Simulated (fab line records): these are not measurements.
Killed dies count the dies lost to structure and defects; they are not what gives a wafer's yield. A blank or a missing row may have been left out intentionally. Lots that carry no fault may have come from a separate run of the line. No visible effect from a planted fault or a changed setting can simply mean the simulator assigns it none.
The tool behind it: which one? -- flow sky130 -- 32 wafers from 11 lots sampled at 3 of the route's 708 steps

== WHAT EACH GAUGE READ, for each wafer ==
SKY_FIELD_ISO_BOW_MEAS_00. Usual: for INCOMING_BOW the level is 0 um and the standard deviation is 6.3.
lot,measured,on,INCOMING_BOW (um),flag
L291,day 1 10:01,film metro-03,4 4 4,
L292,day 1 15:00,film metro-02,1 9 -17,
L293,day 1 20:01,film metro-01,-7 12 -9,
L294,day 2 01:02,film metro-02,-10 11 1,
L295,day 2 06:00,film metro-02,0 0 2,
L296,day 2 11:00,film metro-03,0 25 6,
L297,day 2 16:00,film metro-02,-4 -3 -5,
L306,day 4 13:02,film metro-03,9 -10 8,
L309,day 5 04:00,film metro-03,1 -11,
L311,day 5 14:00,film metro-03,4 -3 0,
L312,day 5 19:01,film metro-03,4 3 4,

SKY_FIELD_ISO_CD_MEAS_13: target cd 150 nm. Usual: cd nm at 151.0 nm, with a standard deviation of 1.3.
lot,measured,on,cd nm (nm),flag
L291,day 2 05:55,cd sem-02,151.7 151.2 149.9,
L292,day 2 09:35,cd sem-02,150.5 148.3 149.6,
L293,day 2 15:18,cd sem-02,148.9 149.1 149.1,
L294,day 2 20:20,cd sem-02,150.8 150.3 151.2,
L295,day 3 02:08,cd sem-01,151.6 151.7 150.6,
L296,day 3 09:02,cd sem-02,152.0 153.0 152.1,
L297,day 3 12:23,cd sem-01,152.5 151.6 150.7,
L306,day 5 10:19,cd sem-01,149.2 149.6 148.9,
L309,day 6 02:02,cd sem-02,151.9 151.1,
L311,day 6 16:50,cd sem-02,149.8 151.0 151.6,
L312,day 6 19:16,cd sem-01,152.2 151.6 152.8,

SKY_FIELD_ISO_THK_MEAS_23. Usual: for FIELD_ISO_OXIDATION_01_THK the level is 9.89 nm and the standard deviation is 0.2.
lot,measured,on,FIELD_ISO_OXIDATION_01_THK (nm),flag
L291,day 2 07:44,film metro-01,9.90 9.68 9.78,
L292,day 2 11:26,film metro-01,10.01 9.89 10.09,
L293,day 2 17:08,film metro-02,10.26 10.13 10.14,
L294,day 2 22:31,film metro-01,9.66 9.68 9.71,
L295,day 3 05:02,film metro-01,9.61 9.76 9.96,
L296,day 3 12:16,film metro-01,10.05 10.15 9.96,
L297,day 3 15:37,film metro-03,9.64 9.68 9.68,
L306,day 5 12:49,film metro-03,10.09 10.16 10.17,
L309,day 6 03:53,film metro-03,10.29 10.17,
L311,day 6 18:40,film metro-01,10.17 10.21 10.29,
L312,day 6 21:05,film metro-01,9.84 9.94 9.79,

== TOOL THAT RAN EACH LOT (tool first, then ch and the chambers of the sampled wafers, then the start) ==
Before these readings, the record contains no process step.

== WHAT THE TOOLS THEMSELVES READ (means of the sampled wafers that have a number; where no wafer has one, the mark that the record gives instead) ==
The record holds no such reading with a usual standard deviation.

== THE ANSWER, worked out from the rows above alone ==
Rule: take the mean of a lot's wafers that have a number; if it is more than 3 standard deviations from the usual mean, the lot is off. Also off: a lot with no number at a reading for which 4 or more lots have one. All remaining lots with rows at the step are treated as sound. After the gauges, taken in route order, come the tools' own readings; for these a lot's mean is taken, as printed above. At the first step where some lot is off, the reading lying furthest off is the one used; lots without a number count as furthest.
No lot is off on any of the readings shown, so nothing can be concluded from this.

== WHAT THE SIMULATOR HAD PUT IN ==
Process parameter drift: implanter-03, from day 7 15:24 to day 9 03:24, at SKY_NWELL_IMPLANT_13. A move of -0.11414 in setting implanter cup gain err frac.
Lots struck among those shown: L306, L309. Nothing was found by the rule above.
